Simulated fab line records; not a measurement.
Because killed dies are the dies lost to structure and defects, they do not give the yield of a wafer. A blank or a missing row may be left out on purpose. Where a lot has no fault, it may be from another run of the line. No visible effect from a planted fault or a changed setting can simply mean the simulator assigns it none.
fab line records / flow sfq_line
[record] lots = 14 wafers = 42 last_day = 91
route steps=325 shown I6@267
lots untouched by any fault: they come from a run of this same line in which no faults occurred
start_h: hours from the record's first day to the start of the lot's first wafer shown / wait_h: how many hours have passed since the lot's step before this one / " same as the row above / L1.1+2: one row covering several wafers at once / - either no value or no given start / * or withheld: withheld / < > ~ a bound
route shown NAME@n: NAME is a module with steps in the file, n the number in the route of the first one / usual: the fault-free wafers' mean and standard deviation / same: alike in all rows / chamber/n: place in a boat / sites: the reading at each site / _std_site: standard deviation of those values / _edge_site: inner sites' mean taken away from outer sites' mean / radius_mm: how far each site lies from the wafer's centre / mask NAME#n: copy n / behind: the tool/chamber that last shaped the wafer / hold: why the lot was held/for how many hours/how that ended / device: the n, p or np transistor that did not switch / end of line: the route-end tests of the same wafers / a step given without rows: its recipe and nothing more / killed: dies lost to structure and defects at the first sort, not the wafer's yield / map: per-die view of a wafer (x killed, . not killed, _ where there is no die)
set.NAME: setting as actually run; set.NAME@STEP: the setting as run at that earlier step / model.NAME: the simulator's own value behind a step, which no gauge read
one table for each step of the route and one row for each wafer, over a sample of lots
services: a tool's chamber out of use, with start hour (start_h, from the record's first day; less than 0 if before it), hours out, and reason
[[steps]]
[step SFQ_TRILAYER_I6_CMP_CMP_166]
[recipe] material = SiO2 down_force_psi = 3 platen_rpm = 60 pad_velocity_m_s = 0.94248
[usual] edge_zone_pressure_frac = 0.999/0.0048 head_pressure_psi = 3.000/0.0061 motor_current_A = 9.8/0.82 platen_rpm = 60.01/0.04 time_to_endpoint_s = 211/5.9
lot.wafer=L293.4 tool=cmp-02 chamber=1 start_h=1717.55 wait_h=0.5 edge_zone_pressure_frac=1.003 head_pressure_psi=3.005 motor_current_A=10.6 platen_rpm=59.97 time_to_endpoint_s=209
lot.wafer=L293.6 tool=cmp-02 chamber=0 start_h=1719.05 wait_h=2.0 edge_zone_pressure_frac=0.998 head_pressure_psi=3.005 motor_current_A=10.3 platen_rpm=59.94 time_to_endpoint_s=207
lot.wafer=L293.5 tool=cmp-02 chamber=1 start_h=1719.05 wait_h=2.0 edge_zone_pressure_frac=0.999 head_pressure_psi=3.003 motor_current_A=10.5 platen_rpm=59.98 time_to_endpoint_s=212
lot.wafer=L294.4 tool=cmp-02 chamber=2 start_h=1748.45 wait_h=1.0 edge_zone_pressure_frac=1.006 head_pressure_psi=3.013 motor_current_A=9.8 platen_rpm=59.98 time_to_endpoint_s=215
lot.wafer=L294.1 tool=cmp-02 chamber=3 start_h=1748.45 wait_h=1.0 edge_zone_pressure_frac=0.995 head_pressure_psi=2.994 motor_current_A=11.1 platen_rpm=59.95 time_to_endpoint_s=217
lot.wafer=L294.6 tool=cmp-02 chamber=0 start_h=1748.45 wait_h=1.0 edge_zone_pressure_frac=0.999 head_pressure_psi=2.996 motor_current_A=9.5 platen_rpm=59.97 time_to_endpoint_s=218
lot.wafer=L295.4 tool=cmp-02 chamber=1 start_h=1760.69 wait_h=0.5 edge_zone_pressure_frac=0.997 head_pressure_psi=2.987 motor_current_A=10.4 platen_rpm=60.00 time_to_endpoint_s=213
lot.wafer=L295.5 tool=cmp-02 chamber=0 start_h=1762.19 wait_h=2.0 edge_zone_pressure_frac=0.991 head_pressure_psi=3.010 motor_current_A=10.2 platen_rpm=59.93 time_to_endpoint_s=218
lot.wafer=L295.6 tool=cmp-02 chamber=1 start_h=1762.19 wait_h=2.0 edge_zone_pressure_frac=0.999 head_pressure_psi=2.990 motor_current_A=10.5 platen_rpm=60.07 time_to_endpoint_s=215
lot.wafer=L297.3 tool=cmp-02 chamber=3 start_h=1790.76 wait_h=1.6 edge_zone_pressure_frac=- head_pressure_psi=- motor_current_A=- platen_rpm=- time_to_endpoint_s=-
lot.wafer=L297.6 tool=cmp-02 chamber=1 start_h=1791.76 wait_h=2.6 edge_zone_pressure_frac=- head_pressure_psi=- motor_current_A=- platen_rpm=- time_to_endpoint_s=-
lot.wafer=L297.5 tool=cmp-02 chamber=2 start_h=1791.76 wait_h=2.6 edge_zone_pressure_frac=- head_pressure_psi=- motor_current_A=- platen_rpm=- time_to_endpoint_s=-
lot.wafer=L298.1 tool=cmp-02 chamber=1 start_h=1797.40 wait_h=0.0 edge_zone_pressure_frac=- head_pressure_psi=- motor_current_A=- platen_rpm=- time_to_endpoint_s=-
lot.wafer=L298.2 tool=cmp-02 chamber=3 start_h=1798.40 wait_h=1.0 edge_zone_pressure_frac=- head_pressure_psi=- motor_current_A=- platen_rpm=- time_to_endpoint_s=-
lot.wafer=L298.3 tool=cmp-02 chamber=0 start_h=1798.40 wait_h=1.0 edge_zone_pressure_frac=- head_pressure_psi=- motor_current_A=- platen_rpm=- time_to_endpoint_s=-
lot.wafer=L302.4 tool=cmp-01 chamber=2 start_h=1844.18 wait_h=4.8 edge_zone_pressure_frac=1.010 head_pressure_psi=2.997 motor_current_A=9.8 platen_rpm=59.95 time_to_endpoint_s=212
lot.wafer=L302.5 tool=cmp-01 chamber=0 start_h=1845.18 wait_h=5.7 edge_zone_pressure_frac=0.999 head_pressure_psi=3.003 motor_current_A=8.5 platen_rpm=60.06 time_to_endpoint_s=200
lot.wafer=L302.6 tool=cmp-01 chamber=1 start_h=1845.18 wait_h=5.7 edge_zone_pressure_frac=1.004 head_pressure_psi=2.988 motor_current_A=9.1 platen_rpm=60.02 time_to_endpoint_s=201
lot.wafer=L307.1 tool=cmp-02 chamber=3 start_h=1851.22 wait_h=2.3 edge_zone_pressure_frac=1.000 head_pressure_psi=3.001 motor_current_A=11.0 platen_rpm=60.01 time_to_endpoint_s=221
lot.wafer=L307.6 tool=cmp-02 chamber=1 start_h=1852.22 wait_h=3.3 edge_zone_pressure_frac=1.005 head_pressure_psi=2.996 motor_current_A=11.0 platen_rpm=60.01 time_to_endpoint_s=224
lot.wafer=L307.5 tool=cmp-02 chamber=2 start_h=1852.22 wait_h=3.3 edge_zone_pressure_frac=1.002 head_pressure_psi=2.997 motor_current_A=9.8 platen_rpm=60.02 time_to_endpoint_s=217
lot.wafer=L308.1 tool=cmp-01 chamber=0 start_h=1891.54 wait_h=0.5 edge_zone_pressure_frac=0.999 head_pressure_psi=3.013 motor_current_A=7.9 platen_rpm=60.05 time_to_endpoint_s=202
lot.wafer=L308.4 tool=cmp-01 chamber=1 start_h=1891.54 wait_h=0.5 edge_zone_pressure_frac=1.004 head_pressure_psi=2.991 motor_current_A=8.5 platen_rpm=59.99 time_to_endpoint_s=210
lot.wafer=L308.5 tool=cmp-01 chamber=0 start_h=1893.54 wait_h=2.5 edge_zone_pressure_frac=0.996 head_pressure_psi=2.997 motor_current_A=8.7 platen_rpm=60.08 time_to_endpoint_s=202
lot.wafer=L309.4 tool=cmp-02 chamber=3 start_h=1892.24 wait_h=0.0 edge_zone_pressure_frac=1.007 head_pressure_psi=2.996 motor_current_A=10.9 platen_rpm=59.97 time_to_endpoint_s=212
lot.wafer=L309.3 tool=cmp-02 chamber=1 start_h=1893.24 wait_h=1.0 edge_zone_pressure_frac=0.997 head_pressure_psi=3.003 motor_current_A=9.9 platen_rpm=60.02 time_to_endpoint_s=207
lot.wafer=L309.5 tool=cmp-02 chamber=0 start_h=1894.74 wait_h=2.5 edge_zone_pressure_frac=0.997 head_pressure_psi=2.998 motor_current_A=10.5 platen_rpm=59.99 time_to_endpoint_s=215
lot.wafer=L311.4 tool=cmp-02 chamber=1 start_h=1898.84 wait_h=0.6 edge_zone_pressure_frac=1.006 head_pressure_psi=2.995 motor_current_A=9.9 platen_rpm=60.01 time_to_endpoint_s=212
lot.wafer=L311.6 tool=cmp-02 chamber=1 start_h=1900.84 wait_h=2.6 edge_zone_pressure_frac=0.997 head_pressure_psi=2.993 motor_current_A=10.5 platen_rpm=59.96 time_to_endpoint_s=209
lot.wafer=L311.5 tool=cmp-02 chamber=2 start_h=1900.84 wait_h=2.6 edge_zone_pressure_frac=1.004 head_pressure_psi=2.999 motor_current_A=10.0 platen_rpm=60.02 time_to_endpoint_s=210
lot.wafer=L312.1 tool=cmp-01 chamber=2 start_h=1901.14 wait_h=0.5 edge_zone_pressure_frac=1.002 head_pressure_psi=3.005 motor_current_A=9.4 platen_rpm=60.01 time_to_endpoint_s=211
lot.wafer=L312.6 tool=cmp-01 chamber=1 start_h=1902.64 wait_h=2.0 edge_zone_pressure_frac=0.993 head_pressure_psi=2.997 motor_current_A=9.0 platen_rpm=60.02 time_to_endpoint_s=217
lot.wafer=L312.5 tool=cmp-01 chamber=2 start_h=1902.64 wait_h=2.0 edge_zone_pressure_frac=0.999 head_pressure_psi=2.999 motor_current_A=9.7 platen_rpm=60.00 time_to_endpoint_s=213
lot.wafer=L313.4 tool=cmp-02 chamber=1 start_h=1902.84 wait_h=1.0 edge_zone_pressure_frac=0.999 head_pressure_psi=3.000 motor_current_A=10.1 platen_rpm=59.95 time_to_endpoint_s=217
lot.wafer=L313.1 tool=cmp-02 chamber=2 start_h=1902.84 wait_h=1.0 edge_zone_pressure_frac=1.003 head_pressure_psi=3.001 motor_current_A=10.4 platen_rpm=60.00 time_to_endpoint_s=210
lot.wafer=L313.6 tool=cmp-02 chamber=3 start_h=1902.84 wait_h=1.0 edge_zone_pressure_frac=1.000 head_pressure_psi=3.001 motor_current_A=10.6 platen_rpm=59.98 time_to_endpoint_s=211
lot.wafer=L314.1 tool=cmp-02 chamber=0 start_h=1906.34 wait_h=3.3 edge_zone_pressure_frac=0.997 head_pressure_psi=2.996 motor_current_A=10.2 platen_rpm=60.09 time_to_endpoint_s=203
lot.wafer=L314.5 tool=cmp-02 chamber=1 start_h=1906.34 wait_h=3.3 edge_zone_pressure_frac=0.998 head_pressure_psi=3.003 motor_current_A=10.3 platen_rpm=60.02 time_to_endpoint_s=209
lot.wafer=L314.6 tool=cmp-02 chamber=2 start_h=1906.34 wait_h=3.3 edge_zone_pressure_frac=1.001 head_pressure_psi=2.991 motor_current_A=9.3 platen_rpm=59.98 time_to_endpoint_s=211
lot.wafer=L315.4 tool=cmp-02 chamber=0 start_h=1907.84 wait_h=3.6 edge_zone_pressure_frac=1.000 head_pressure_psi=3.000 motor_current_A=9.7 platen_rpm=60.03 time_to_endpoint_s=218
lot.wafer=L315.2 tool=cmp-02 chamber=1 start_h=1907.84 wait_h=3.6 edge_zone_pressure_frac=0.996 head_pressure_psi=3.014 motor_current_A=10.0 platen_rpm=59.96 time_to_endpoint_s=210
lot.wafer=L315.5 tool=cmp-02 chamber=0 start_h=1909.84 wait_h=5.6 edge_zone_pressure_frac=0.997 head_pressure_psi=3.010 motor_current_A=9.9 platen_rpm=60.06 time_to_endpoint_s=214
[step SFQ_TRILAYER_I6_METRO_MEASURE_167]
[usual] thk_nm = 199.5/1
lot.wafer=L293.4 tool=film_metro-03 chamber=- start_h=1720.77 wait_h=0.6 thk_nm=198.1
lot.wafer=L293.5 tool=film_metro-03 chamber=- start_h=1720.77 wait_h=0.6 thk_nm=198.0
lot.wafer=L293.6 tool=film_metro-03 chamber=- start_h=1720.77 wait_h=0.6 thk_nm=198.9
lot.wafer=L294.1 tool=film_metro-03 chamber=- start_h=1750.57 wait_h=0.1 thk_nm=199.8
lot.wafer=L294.4 tool=film_metro-03 chamber=- start_h=1750.57 wait_h=0.1 thk_nm=200.3
lot.wafer=L294.6 tool=film_metro-03 chamber=- start_h=1750.57 wait_h=0.1 thk_nm=199.6
lot.wafer=L295.4 tool=film_metro-01 chamber=- start_h=1763.91 wait_h=0.6 thk_nm=200.3
lot.wafer=L295.5 tool=film_metro-01 chamber=- start_h=1763.91 wait_h=0.6 thk_nm=200.2
lot.wafer=L295.6 tool=film_metro-01 chamber=- start_h=1763.91 wait_h=0.6 thk_nm=199.9
lot.wafer=L297.3 tool=film_metro-01 chamber=- start_h=1793.28 wait_h=0.5 thk_nm=486.0
lot.wafer=L297.5 tool=film_metro-01 chamber=- start_h=1793.28 wait_h=0.5 thk_nm=496.9
lot.wafer=L297.6 tool=film_metro-01 chamber=- start_h=1793.28 wait_h=0.5 thk_nm=501.8
lot.wafer=L298.1 tool=film_metro-02 chamber=- start_h=1800.52 wait_h=0.1 thk_nm=492.3
lot.wafer=L298.2 tool=film_metro-02 chamber=- start_h=1800.52 wait_h=0.1 thk_nm=490.1
lot.wafer=L298.3 tool=film_metro-02 chamber=- start_h=1800.52 wait_h=0.1 thk_nm=499.7
lot.wafer=L302.4 tool=film_metro-03 chamber=- start_h=1846.90 wait_h=0.6 thk_nm=199.0
lot.wafer=L302.5 tool=film_metro-03 chamber=- start_h=1846.90 wait_h=0.6 thk_nm=198.9
lot.wafer=L302.6 tool=film_metro-03 chamber=- start_h=1846.90 wait_h=0.6 thk_nm=201.3
lot.wafer=L307.1 tool=film_metro-01 chamber=- start_h=1853.34 wait_h=0.1 thk_nm=198.9
lot.wafer=L307.5 tool=film_metro-01 chamber=- start_h=1853.34 wait_h=0.1 thk_nm=199.9
lot.wafer=L307.6 tool=film_metro-01 chamber=- start_h=1853.34 wait_h=0.1 thk_nm=199.4
lot.wafer=L308.1 tool=film_metro-03 chamber=- start_h=1894.16 wait_h=0.1 thk_nm=197.7
lot.wafer=L308.4 tool=film_metro-03 chamber=- start_h=1894.16 wait_h=0.1 thk_nm=199.6
lot.wafer=L308.5 tool=film_metro-03 chamber=- start_h=1894.16 wait_h=0.1 thk_nm=199.1
lot.wafer=L309.3 tool=film_metro-01 chamber=- start_h=1895.76 wait_h=0.5 thk_nm=197.3
lot.wafer=L309.4 tool=film_metro-01 chamber=- start_h=1895.76 wait_h=0.5 thk_nm=199.1
lot.wafer=L309.5 tool=film_metro-01 chamber=- start_h=1895.76 wait_h=0.5 thk_nm=197.9
lot.wafer=L311.4 tool=film_metro-03 chamber=- start_h=1902.56 wait_h=0.6 thk_nm=199.1
lot.wafer=L311.5 tool=film_metro-03 chamber=- start_h=1902.56 wait_h=0.6 thk_nm=198.7
lot.wafer=L311.6 tool=film_metro-03 chamber=- start_h=1902.56 wait_h=0.6 thk_nm=199.3
lot.wafer=L312.1 tool=film_metro-03 chamber=- start_h=1903.76 wait_h=0.1 thk_nm=199.6
lot.wafer=L312.5 tool=film_metro-03 chamber=- start_h=1903.76 wait_h=0.1 thk_nm=201.5
lot.wafer=L312.6 tool=film_metro-03 chamber=- start_h=1903.76 wait_h=0.1 thk_nm=199.1
lot.wafer=L313.1 tool=film_metro-01 chamber=- start_h=1904.96 wait_h=0.1 thk_nm=199.1
lot.wafer=L313.4 tool=film_metro-01 chamber=- start_h=1904.96 wait_h=0.1 thk_nm=199.7
lot.wafer=L313.6 tool=film_metro-01 chamber=- start_h=1904.96 wait_h=0.1 thk_nm=201.4
lot.wafer=L314.1 tool=film_metro-03 chamber=- start_h=1907.96 wait_h=0.1 thk_nm=197.8
lot.wafer=L314.5 tool=film_metro-03 chamber=- start_h=1907.96 wait_h=0.1 thk_nm=198.7
lot.wafer=L314.6 tool=film_metro-03 chamber=- start_h=1907.96 wait_h=0.1 thk_nm=198.0
lot.wafer=L315.2 tool=film_metro-01 chamber=- start_h=1911.16 wait_h=0.3 thk_nm=199.9
lot.wafer=L315.4 tool=film_metro-01 chamber=- start_h=1911.16 wait_h=0.3 thk_nm=199.4
lot.wafer=L315.5 tool=film_metro-01 chamber=- start_h=1911.16 wait_h=0.3 thk_nm=201.5
[step SFQ_TRILAYER_I6_VIA_ETCH_VIA_ETCH_172]
[recipe] target = SiO2 stop_on = Nb mask_material = PR taper_deg = 20 chemistry = CHF3 target_depth_nm = 260 source_w = 500 bias_w = 80 pressure_mtorr = 30 time_s = withheld
[usual] chamber_pressure_mTorr = 30.001/0.027 drypump_motor_current_A = 5.7/0.4 oes_product_au = 0.853/0.0057
lot.wafer=L293.4 tool=rie_diel-03 chamber=1 start_h=1831.44 wait_h=0.0 chamber_pressure_mTorr=30.002 drypump_motor_current_A=5.6 oes_product_au=0.848
lot.wafer=L293.5 tool=rie_diel-03 chamber=3 start_h=1831.44 wait_h=0.0 chamber_pressure_mTorr=30.006 drypump_motor_current_A=5.8 oes_product_au=0.853
lot.wafer=L293.6 tool=rie_diel-03 chamber=0 start_h=1831.44 wait_h=0.0 chamber_pressure_mTorr=30.016 drypump_motor_current_A=5.5 oes_product_au=0.846
lot.wafer=L294.1 tool=rie_diel-03 chamber=1 start_h=1863.54 wait_h=0.0 chamber_pressure_mTorr=29.987 drypump_motor_current_A=5.6 oes_product_au=0.849
lot.wafer=L294.4 tool=rie_diel-03 chamber=3 start_h=1863.54 wait_h=0.0 chamber_pressure_mTorr=29.986 drypump_motor_current_A=5.7 oes_product_au=0.851
lot.wafer=L294.6 tool=rie_diel-03 chamber=2 start_h=1863.54 wait_h=0.0 chamber_pressure_mTorr=29.967 drypump_motor_current_A=4.7 oes_product_au=0.842
lot.wafer=L295.4 tool=rie_diel-02 chamber=0 start_h=1870.79 wait_h=0.1 chamber_pressure_mTorr=29.957 drypump_motor_current_A=5.9 oes_product_au=0.853
lot.wafer=L295.5 tool=rie_diel-02 chamber=2 start_h=1870.79 wait_h=0.1 chamber_pressure_mTorr=30.015 drypump_motor_current_A=5.9 oes_product_au=0.857
lot.wafer=L295.6 tool=rie_diel-02 chamber=3 start_h=1870.79 wait_h=0.1 chamber_pressure_mTorr=30.010 drypump_motor_current_A=6.2 oes_product_au=0.855
lot.wafer=L297.3 tool=rie_diel-02 chamber=3 start_h=1901.34 wait_h=0.0 chamber_pressure_mTorr=29.995 drypump_motor_current_A=6.2 oes_product_au=1.614
lot.wafer=L297.5 tool=rie_diel-02 chamber=1 start_h=1901.34 wait_h=0.0 chamber_pressure_mTorr=29.943 drypump_motor_current_A=5.2 oes_product_au=1.592
lot.wafer=L297.6 tool=rie_diel-02 chamber=2 start_h=1901.34 wait_h=0.0 chamber_pressure_mTorr=30.022 drypump_motor_current_A=5.9 oes_product_au=1.626
lot.wafer=L298.1 tool=rie_diel-01 chamber=2 start_h=1904.94 wait_h=0.0 chamber_pressure_mTorr=30.030 drypump_motor_current_A=5.5 oes_product_au=1.611
lot.wafer=L298.2 tool=rie_diel-01 chamber=3 start_h=1904.94 wait_h=0.0 chamber_pressure_mTorr=30.006 drypump_motor_current_A=5.4 oes_product_au=1.617
lot.wafer=L298.3 tool=rie_diel-01 chamber=1 start_h=1904.94 wait_h=0.0 chamber_pressure_mTorr=30.010 drypump_motor_current_A=5.4 oes_product_au=1.628
lot.wafer=L302.4 tool=rie_diel-01 chamber=2 start_h=1937.34 wait_h=0.0 chamber_pressure_mTorr=30.013 drypump_motor_current_A=5.5 oes_product_au=0.856
lot.wafer=L302.5 tool=rie_diel-01 chamber=2 start_h=1937.34 wait_h=0.0 chamber_pressure_mTorr=30.023 drypump_motor_current_A=5.5 oes_product_au=0.844
lot.wafer=L302.6 tool=rie_diel-01 chamber=3 start_h=1937.34 wait_h=0.0 chamber_pressure_mTorr=30.006 drypump_motor_current_A=5.4 oes_product_au=0.863
lot.wafer=L307.1 tool=rie_diel-03 chamber=0 start_h=1944.54 wait_h=0.0 chamber_pressure_mTorr=30.008 drypump_motor_current_A=5.6 oes_product_au=0.857
lot.wafer=L307.5 tool=rie_diel-03 chamber=1 start_h=1944.54 wait_h=0.0 chamber_pressure_mTorr=30.001 drypump_motor_current_A=5.6 oes_product_au=0.856
lot.wafer=L307.6 tool=rie_diel-03 chamber=0 start_h=1944.54 wait_h=0.0 chamber_pressure_mTorr=29.977 drypump_motor_current_A=5.6 oes_product_au=0.848
lot.wafer=L308.1 tool=rie_diel-01 chamber=3 start_h=1982.94 wait_h=0.0 chamber_pressure_mTorr=30.010 drypump_motor_current_A=5.4 oes_product_au=0.843
lot.wafer=L308.4 tool=rie_diel-01 chamber=0 start_h=1982.94 wait_h=0.0 chamber_pressure_mTorr=30.039 drypump_motor_current_A=6.3 oes_product_au=0.853
lot.wafer=L308.5 tool=rie_diel-01 chamber=2 start_h=1982.94 wait_h=0.0 chamber_pressure_mTorr=30.026 drypump_motor_current_A=5.5 oes_product_au=0.862
lot.wafer=L309.3 tool=rie_diel-03 chamber=1 start_h=1984.14 wait_h=0.0 chamber_pressure_mTorr=29.997 drypump_motor_current_A=5.6 oes_product_au=0.843
lot.wafer=L309.4 tool=rie_diel-03 chamber=2 start_h=1984.14 wait_h=0.0 chamber_pressure_mTorr=29.994 drypump_motor_current_A=4.7 oes_product_au=0.849
lot.wafer=L309.5 tool=rie_diel-03 chamber=3 start_h=1984.14 wait_h=0.0 chamber_pressure_mTorr=30.022 drypump_motor_current_A=5.7 oes_product_au=0.843
lot.wafer=L311.4 tool=rie_diel-02 chamber=2 start_h=1990.14 wait_h=0.0 chamber_pressure_mTorr=29.962 drypump_motor_current_A=5.9 oes_product_au=0.853
lot.wafer=L311.5 tool=rie_diel-02 chamber=1 start_h=1990.14 wait_h=0.0 chamber_pressure_mTorr=29.964 drypump_motor_current_A=5.2 oes_product_au=0.856
lot.wafer=L311.6 tool=rie_diel-02 chamber=0 start_h=1990.14 wait_h=0.0 chamber_pressure_mTorr=29.943 drypump_motor_current_A=5.9 oes_product_au=0.856
lot.wafer=L312.1 tool=rie_diel-01 chamber=1 start_h=1991.34 wait_h=0.0 chamber_pressure_mTorr=29.995 drypump_motor_current_A=5.4 oes_product_au=0.856
lot.wafer=L312.5 tool=rie_diel-01 chamber=1 start_h=1991.34 wait_h=0.0 chamber_pressure_mTorr=30.026 drypump_motor_current_A=5.4 oes_product_au=0.857
lot.wafer=L312.6 tool=rie_diel-01 chamber=0 start_h=1991.34 wait_h=0.0 chamber_pressure_mTorr=29.974 drypump_motor_current_A=6.2 oes_product_au=0.849
lot.wafer=L313.1 tool=rie_diel-03 chamber=3 start_h=1992.54 wait_h=0.0 chamber_pressure_mTorr=30.022 drypump_motor_current_A=5.8 oes_product_au=0.856
lot.wafer=L313.4 tool=rie_diel-03 chamber=2 start_h=1992.54 wait_h=0.0 chamber_pressure_mTorr=29.987 drypump_motor_current_A=4.7 oes_product_au=0.851
lot.wafer=L313.6 tool=rie_diel-03 chamber=3 start_h=1992.54 wait_h=0.0 chamber_pressure_mTorr=30.049 drypump_motor_current_A=5.8 oes_product_au=0.855
lot.wafer=L314.1 tool=rie_diel-02 chamber=3 start_h=1994.94 wait_h=0.0 chamber_pressure_mTorr=29.966 drypump_motor_current_A=6.2 oes_product_au=0.856
lot.wafer=L314.5 tool=rie_diel-02 chamber=1 start_h=1994.94 wait_h=0.0 chamber_pressure_mTorr=29.998 drypump_motor_current_A=5.1 oes_product_au=0.849
lot.wafer=L314.6 tool=rie_diel-02 chamber=0 start_h=1994.94 wait_h=0.0 chamber_pressure_mTorr=29.985 drypump_motor_current_A=5.9 oes_product_au=0.851
lot.wafer=L315.2 tool=rie_diel-01 chamber=2 start_h=1997.34 wait_h=0.0 chamber_pressure_mTorr=30.058 drypump_motor_current_A=5.5 oes_product_au=0.853
lot.wafer=L315.4 tool=rie_diel-01 chamber=1 start_h=1997.34 wait_h=0.0 chamber_pressure_mTorr=29.972 drypump_motor_current_A=5.4 oes_product_au=0.858
lot.wafer=L315.5 tool=rie_diel-01 chamber=2 start_h=1997.34 wait_h=0.0 chamber_pressure_mTorr=29.987 drypump_motor_current_A=5.5 oes_product_au=0.854
[[services]]
tool=rie_diel-01 chamber=0 start_h=1694.55 hours=10.4 kind=repair
tool=rie_diel-01 chamber=2 start_h=1723.51 hours=4.4 kind=repair
tool=cmp-02 chamber=- start_h=1727.63 hours=1.7 kind=repair
tool=cmp-02 chamber=- start_h=1745.62 hours=1.3 kind=repair
tool=rie_diel-01 chamber=2 start_h=1747.34 hours=10.9 kind=repair
tool=film_metro-01 chamber=- start_h=1752.34 hours=0.2 kind=pm
tool=rie_diel-03 chamber=3 start_h=1757.79 hours=6.9 kind=repair
tool=rie_diel-01 chamber=1 start_h=1774.38 hours=4.6 kind=repair
tool=rie_diel-03 chamber=0 start_h=1788.05 hours=6.0 kind=repair
tool=rie_diel-03 chamber=- start_h=1789.89 hours=0.4 kind=repair
tool=film_metro-03 chamber=- start_h=1794.58 hours=0.5 kind=pm
tool=rie_diel-01 chamber=3 start_h=1796.49 hours=7.1 kind=repair
tool=cmp-02 chamber=- start_h=1804.18 hours=4.4 kind=pm
tool=film_metro-01 chamber=- start_h=1832.90 hours=0.8 kind=pm
tool=rie_diel-01 chamber=3 start_h=1847.79 hours=5.9 kind=repair
tool=cmp-02 chamber=- start_h=1856.22 hours=7.2 kind=pm
tool=film_metro-03 chamber=- start_h=1872.08 hours=3.0 kind=pm
tool=cmp-02 chamber=- start_h=1872.40 hours=1.5 kind=repair
tool=rie_diel-01 chamber=- start_h=1874.91 hours=28.1 kind=pm
tool=film_metro-01 chamber=- start_h=1888.59 hours=0.5 kind=pm
tool=rie_diel-03 chamber=2 start_h=1889.65 hours=6.9 kind=repair
tool=film_metro-03 chamber=- start_h=1904.96 hours=0.4 kind=pm
tool=cmp-02 chamber=- start_h=1952.89 hours=4.0 kind=pm
tool=film_metro-03 chamber=- start_h=1958.43 hours=4.4 kind=repair
[[key]]
[first_sign] step = SFQ_TRILAYER_I6_CMP_CMP_166 reading = tool_record direction = missing
[effect] step = SFQ_TRILAYER_I6_METRO_MEASURE_167 reading = thk_nm direction = up sigmas = 99+ usual = 199.5 struck = 494.5
[effect] step = SFQ_TRILAYER_I6_VIA_ETCH_VIA_ETCH_172 reading = oes_product_au direction = up sigmas = 99+ usual = 0.853 struck = 1.615
met_at SFQ_TRILAYER_I6_CMP_CMP_166
struck_lots L297,L298
onset_between 1760.69 1790.76
[fault] kind = skipped_step_whole tool = cmp-02 chamber = - onset_h = 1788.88 steps = SFQ_TRILAYER_I6_CMP_CMP_166 scope = struck_lots_only
